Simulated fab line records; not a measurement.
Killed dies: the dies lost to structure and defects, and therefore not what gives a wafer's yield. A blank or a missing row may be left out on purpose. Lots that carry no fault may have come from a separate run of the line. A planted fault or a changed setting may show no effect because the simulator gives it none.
One fault seen from 2 desks    flow sky130    each desk holds nothing but its own numbers, with what lay behind them at the end

## METROLOGY DESK
Lot by lot, what the gauges showed, no matter which tool ran the lot: averages of those sampled wafers that carry a number. A lot is out of limits, marked OUT, if its mean lies more than 4 standard deviations from the usual mean; the brackets give that distance.
Columns: A = CAPM_CVD_00_THK at SKY_CAPM_THK_MEAS_01, usual 15.51 nm
lot   first seen here  A
L172  day 36 05:59     15.59
L174  day 37 04:37     15.67
L175  day 37 08:36     15.43
L177  day 38 04:24     15.29
L178  day 38 10:28     15.43
L179  day 38 11:29     15.19
L180  day 38 20:06     16.00
L182  day 39 07:36     15.40
L183  day 39 16:51     15.68
L188  day 41 16:18     15.47
L192  day 42 09:26     15.58
L193  day 42 16:47     15.52
L194  day 42 20:40     15.45
L195  day 43 05:37     15.36
Result from this desk: across the 14 lots, nothing is out of limits.

## AT THE TOOL OWNER'S DESK: iline_stepper-02
The tool's own readings at SKY_CAPM_EXPOSE_09 (exposes mask CAPM, target cd 1000 nm): means of the sampled wafers that have a number, for each lot that ran on this tool. A lot is out of limits, marked OUT, if its mean lies more than 4 standard deviations from the usual mean; the brackets give that distance.
Columns: A = exposure_dose_mJ_cm2 at SKY_CAPM_EXPOSE_09, usual 158.98; B = focus_offset_nm at SKY_CAPM_EXPOSE_09, usual -0.1 nm
lot   first seen here  A       B
L172  day 36 19:14     159.00  -0.1
L174  day 37 17:08     159.06  -0.1
L177  day 38 17:13     159.00  0.0
L179  day 38 23:59     159.05  -0.6
L180  day 39 09:10     158.93  0.1
Result from this desk: across the 5 lots, nothing is out of limits.

## PUT TOGETHER
Metrology desk: nothing out of limits seen.
The tool owner's desk saw nothing out of limits.

## WHAT THE SIMULATOR HAD INSERTED
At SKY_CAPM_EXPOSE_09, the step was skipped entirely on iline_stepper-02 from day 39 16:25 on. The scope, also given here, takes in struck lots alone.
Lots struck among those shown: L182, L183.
